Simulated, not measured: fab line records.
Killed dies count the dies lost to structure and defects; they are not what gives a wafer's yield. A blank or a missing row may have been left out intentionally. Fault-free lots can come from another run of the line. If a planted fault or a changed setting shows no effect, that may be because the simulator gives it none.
Comparing a struck lot with a sound one :: flow sky130 :: 15 out of 708 route steps
Sound: these wafers, L642.2, L642.3, L642.6. Wafers L663.1, L663.3, L663.5 were the ones struck. The cause is given at the end.
Per side, at each step with rows, come the tool, then ch with its chambers, and then its first start. Under that, the readings that differ: sound wafers :: struck wafers :: difference of the means :: sigmas: that difference in standard deviations of wafers without a fault.
alike: words and numbers the same on both sides, and readings whose means are apart by under 2 such deviations; not compared: readings that were withheld, readings missing a value for some wafer, numbers with overlapping values and no deviation given by the record, and bounds like >300 which may hide the same value.
A row with sigmas, a row that says differs or no value, or rows on one side alone: a step with any of these is where the two part. Non-overlapping numbers with no deviation appear without sigmas and do not part them. A reading that every wafer of one side lacks parts them only if that side has two wafers or more.

first, 2 steps without rows for these wafers: SKY_DNWELL_DEVELOP_06 (develop time 60 s); SKY_DNWELL_IMPLANT_07.
SKY_DNWELL_STRIP_08: strips in O2/N2.
  sound on plasma_asher-02 ch 0,1, day 3 13:37; struck on plasma_asher-01 ch 0,1, day 8 03:05
  alike: drypump_motor_current_A, o2_flow_sccm, oes_product_au, strip_time_to_endpoint_s
  not compared: rf_hours_counter_h
SKY_DNWELL_TW_MEAS_09:
  sound on film_metro-01 at day 3 13:44; struck on film_metro-02 at day 8 03:11
  alike: DNWELL_TW
then, 7 steps without rows for these wafers: SKY_PWDE_DEHYDRATE_00 (time 60 s); SKY_PWDE_HMDS_01 (prime time 60 s); SKY_PWDE_COAT_02 (resist thk 3000 nm); SKY_PWDE_SOFTBAKE_03; SKY_PWDE_EXPOSE_04 (exposes mask PWDEM, target cd 840 nm); SKY_PWDE_PEB_05; SKY_PWDE_DEVELOP_06 (develop time 60 s).
SKY_PWDE_OVL_MEAS_07:
  sound on overlay-01 at day 4 05:43; struck on overlay-02 at day 9 00:33
  alike: PWDE_OVL
SKY_PWDE_IMPLANT_08:
  sound on implanter-04 ch 0, day 4 05:46; struck on implanter-04 ch 0, day 9 00:35
reading: beam_energy_keV
sound: 150.06 149.97 150.01
struck: 139.63 139.64 139.64
difference: -10.38
sigmas: -99 or more

reading: model.implant.rp_nm (nm)
sound: 439.4 439.4 439.4
struck: 412.9 412.9 412.9
difference: -26.5
sigmas: 

reading: model.implant.drp_nm (nm)
sound: 97.97 97.97 97.97
struck: 95.37 95.37 95.37
difference: -2.60
sigmas: 
SKY_PWDE_STRIP_09: strips in O2/N2.
  sound on plasma_asher-03 ch 0,1, day 4 05:53; struck on plasma_asher-04 ch 0,1, day 9 00:44
  alike: drypump_motor_current_A, o2_flow_sccm, oes_product_au, strip_time_to_endpoint_s
  not compared: rf_hours_counter_h
-- the record jumps here: 42 days lie between the struck wafers' starts before and after (it left off in module PWDE and takes up again in module PAD_OPEN, whose first step shown is number 708 of the route) --
SKY_PAD_OPEN_PROBE_99:
  sound on prober-02 at day 46 12:19; struck on prober-01 at day 50 22:14
reading: model.etest.res_p_drift_20v.line_ohm_um
sound: 1.172e+04 1.123e+04 1.118e+04
struck: 1.425e+04 1.356e+04 1.301e+04
difference: +2.230e+03
sigmas: 

reading: model.etest.res_p_drift_20v.rs_ohm_sq
sound: 1.001e+04 9602 9543
struck: 1.182e+04 1.134e+04 1.096e+04
difference: +1.655e+03
sigmas: 
  alike: killed_at_M0_to_M3, killed_at_M4_up, killed_at_contacts, killed_at_front_end, killed_at_other, killed_dies, killed_open, killed_short

WHERE THEY PART
Within this record, at SKY_PWDE_IMPLANT_08 only. Later steps at which nothing parts them and some readings are alike: SKY_PWDE_STRIP_09, SKY_PAD_OPEN_PROBE_99.

WHY: whatever the simulator had introduced
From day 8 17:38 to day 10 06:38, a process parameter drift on implanter-04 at SKY_PWDE_IMPLANT_08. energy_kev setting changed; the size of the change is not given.
